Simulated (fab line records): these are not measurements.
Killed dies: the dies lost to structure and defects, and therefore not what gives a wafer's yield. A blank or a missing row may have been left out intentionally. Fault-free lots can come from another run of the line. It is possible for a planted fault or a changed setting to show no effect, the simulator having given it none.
A struck lot beside a sound one | flow sfq-line | 14 out of 325 route steps
Sound: these wafers, L670.2, L670.5, L670.6. Struck: wafers L673.1, L673.3, L673.5. The cause is named last.
Per side, at each step with rows, come the tool, then ch with its chambers, and then its first start. Under that, the readings that differ: sound wafers | struck wafers | difference of the means | sigmas: that difference in standard deviations of wafers without a fault.
alike: readings with means less than 2 such deviations apart, plus words and numbers identical on both sides. not compared: withheld readings, readings lacking a value on some wafer, bounds such as >300 that could conceal the same value, and numbers that have no deviation in the record and whose values overlap.
The two part at a step that has a row with sigmas, a row that says differs or no value, or rows on one side only. Numbers that don't overlap but have no deviation are shown without sigmas and don't part them. A reading missing from all wafers of one side parts the sides only when that side holds two or more wafers.

SFQ_M1_OVL_MEAS_911:
  sound: overlay-01 at day 16 05:37; struck: overlay-01 at day 17 07:14
  alike: M1_OVL
SFQ_TRILAYER_M1_BARC_OPEN_METAL_ETCH_054: etches BARC in O2, target depth 125 nm, time 41.7 s.
  sound on rie-metal-01 ch 0,1, day 16 05:39; struck on rie-metal-03 ch 0,1, day 17 07:16
  alike: drypump-motor-current-A, oes-product-au
  not compared: rf-hours-counter-h
SFQ_TRILAYER_M1_ETCH_METAL_ETCH_042: etches Nb in Cl2/Ar, stops on SiO2, target depth 240 nm, time 120 s.
  sound on rie-metal-01 ch 0,1, day 16 05:43; struck on rie-metal-03 ch 0,1, day 17 07:20
  alike: drypump-motor-current-A, oes-product-au
  not compared: rf-hours-counter-h
SFQ_TRILAYER_M1_STRIP_STRIP_043: strips in O2.
  sound on rie-metal-01 ch 0,1, day 16 05:50; struck on rie-metal-03 ch 0,1, day 17 07:28
  alike: drypump-motor-current-A, oes-product-au
  not compared: rf-hours-counter-h
then, 1 step without rows for these wafers: SFQ_TRILAYER_M1_STRIP_SOLV_CLEAN_044 (cleans in NMP, time 600 s).
SFQ_TRILAYER_I1_DEP_PECVD_045: deposits SiO2 from SiH4/N2O, time 111.11 s, target thk 500 nm.
  sound on pecvd-01 ch 0,2, day 16 06:37; struck on pecvd-01 ch 0,1,2, day 17 08:14
  alike: chamber-pressure-Torr, heater-power-w, throttle-valve-pct
SFQ_TRILAYER_I1_CMP_CMP_046: polishes SiO2.
  sound on cmp-02 ch 0,2,3, day 16 10:42; struck on cmp-02 ch 1,2,3, day 17 11:26
  alike: motor-current-A, time-to-endpoint-s
SFQ_I1_BOW_MEAS_912:
  sound: film-metro-04 at day 16 12:43; struck: film-metro-04 at day 17 13:26
  alike: I1_BOW
then, 4 steps without rows for these wafers: SFQ_TRILAYER_I1_METRO_MEASURE_047; SFQ_TRILAYER_I1_VIA_LITHO_COAT_054 (resist thk 62 nm); SFQ_TRILAYER_I1_VIA_LITHO_COAT_049 (resist thk 650 nm); SFQ_TRILAYER_I1_VIA_LITHO_SOFTBAKE_053.
-- the record jumps here: 3 days lie between the struck wafers' starts before and after --
SFQ_TRILAYER_I1_VIA_LITHO_EXPOSE_050: exposes mask I1, target cd 500 nm.
  sound on krf-scanner-02 ch 0, day 19 03:26; struck on krf-scanner-02, day 20 08:47
  no value came back on the struck wafers for exposure-dose-mJ-cm2, focus-offset-nm (nm), na, sigma-outer; on the sound wafers exposure-dose-mJ-cm2 reads 21.281 21.315 21.321
  alike: mask
then, 1 step without rows for these wafers: SFQ_TRILAYER_I1_VIA_LITHO_PEB_052 (peb time 60 s).

WHERE THEY PART
Within this record, at SFQ_TRILAYER_I1_VIA_LITHO_EXPOSE_050 only.

WHY: whatever the simulator had introduced
Skipped step whole: krf-scanner-02, from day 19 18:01 on, at SFQ_TRILAYER_I1_VIA_LITHO_EXPOSE_050. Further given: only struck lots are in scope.
